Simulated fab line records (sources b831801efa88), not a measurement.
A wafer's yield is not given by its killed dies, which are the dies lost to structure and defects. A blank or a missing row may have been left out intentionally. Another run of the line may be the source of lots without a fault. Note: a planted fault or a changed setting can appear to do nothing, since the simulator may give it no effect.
Chamber matching    flow sky130    SKY_CAPM_CVD_00 on pecvd-03: 3 sister chambers
The step deposits SiO2, target thk 15.5 nm. 6 wafers are shown with their chamber, then 12 later ones without.

WAFERS WITH THEIR CHAMBER
wafer   chamber  rf_fwd_power_W (W)  heater_power_w (W)
L084.5  1        443.2               794
L085.2  1        444.0               776
L085.3  0        439.0               618
L087.3  0        439.1               593
L087.4  2        438.6               678
L087.6  2        439.7               662

WAFERS WITHOUT THEIR CHAMBER
wafer   rf_fwd_power_W (W)  heater_power_w (W)
L088.2  439.0               590
L088.3  443.0               741
L088.5  444.9               747
L089.4  440.6               538
L089.5  438.8               621
L089.6  443.8               734
L091.4  441.7               712
L091.5  436.8               644
L091.6  439.5               612
L097.1  441.6               731
L097.3  441.6               547
L097.5  440.1               550

EACH ONE'S CHAMBER
wafer    from the rows above       in truth
L088.2   0                         0
L088.3   1                         1
L088.5   1                         1
L089.4   0                         0
L089.5   0                         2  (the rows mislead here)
L089.6   1                         1
L091.4   can't be placed: 2 or 1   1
L091.5   can't be placed: 2 or 0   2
L091.6   0                         0
L097.1   can't be placed: 1 or 2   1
L097.3   0                         0
L097.5   0                         0
Correctly placed: 8 of 12. These rows do not allow placing 3 (true chamber among the candidates in 3). Wrongly placed: 1.
How it was worked out, from the rows above alone: a wafer's distance from a chamber is the root of the sum, over the readings, of the square of ((its reading less the chamber's mean) divided by the reading's scatter). The wafer belongs to the nearest chamber; if the next one is less than 2 further off, it can't be placed. For every chamber, the mean is computed from those of its wafers that are shown. The scatter is the square root of a quotient: the sum, over the shown wafers, of each reading's squared deviation from its chamber's mean, divided by wafers minus chambers.
